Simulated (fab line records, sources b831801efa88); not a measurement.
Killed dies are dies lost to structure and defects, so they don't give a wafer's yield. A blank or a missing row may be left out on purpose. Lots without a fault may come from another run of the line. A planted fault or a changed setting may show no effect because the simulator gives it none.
Which tool did it? | flow sky130 | 11 lots, 33 wafers sampled, at 1 step of a route of 708

WHAT THE GAUGES READ, wafer by wafer
SKY_CONTACT_THK_MEAS_01.
lot  | measured     | on            | CONTACT_CVD_00_THK (nm)
L694 | day 30 05:52 | film_metro-04 | 73.4 73.4 74.9
L696 | day 31 04:44 | film_metro-02 | 74.6 74.1 74.9
L699 | day 32 04:32 | film_metro-02 | 74.4 75.8 74.1
L700 | day 32 15:11 | film_metro-04 | 74.5 75.4 74.3
L705 | day 34 10:42 | film_metro-02 | 74.7 76.6 75.4
L707 | day 34 20:55 | film_metro-04 | 74.6 75.1 76.5
L710 | day 35 17:58 | film_metro-04 | 73.8 75.1 75.8
L711 | day 36 08:19 | film_metro-02 | 75.9 75.7 75.4
L715 | day 37 01:02 | film_metro-02 | 75.8 75.1 76.2
L714 | day 37 11:29 | film_metro-04 | 75.9 76.0 76.7
L717 | day 37 20:52 | film_metro-04 | 72.1 73.4 73.0

WHICH TOOL RAN EACH LOT (tool, then ch and the chambers of the sampled wafers, then the start)
The record holds no process step before these readings.

THE ANSWER, worked out from the rows above alone
Rule: what is usual is taken from the lots themselves. Put in order of their means at a reading, lots are off if they are a third of the lots or fewer, leave a main group of 4 or more, and stand apart from it by a gap of 3 or more times the standard deviation of the main group's means; of several such gaps the widest counts. A main group whose means are all the same, to the digits that the tables above print for the reading, isn't used. A lot without any number at a reading at which 4 lots or more have one is off too. The other lots that the step has rows for count as sound.
No lot is off at any reading shown: from this, nothing can be told.

WHAT THE SIMULATOR HAD PUT IN
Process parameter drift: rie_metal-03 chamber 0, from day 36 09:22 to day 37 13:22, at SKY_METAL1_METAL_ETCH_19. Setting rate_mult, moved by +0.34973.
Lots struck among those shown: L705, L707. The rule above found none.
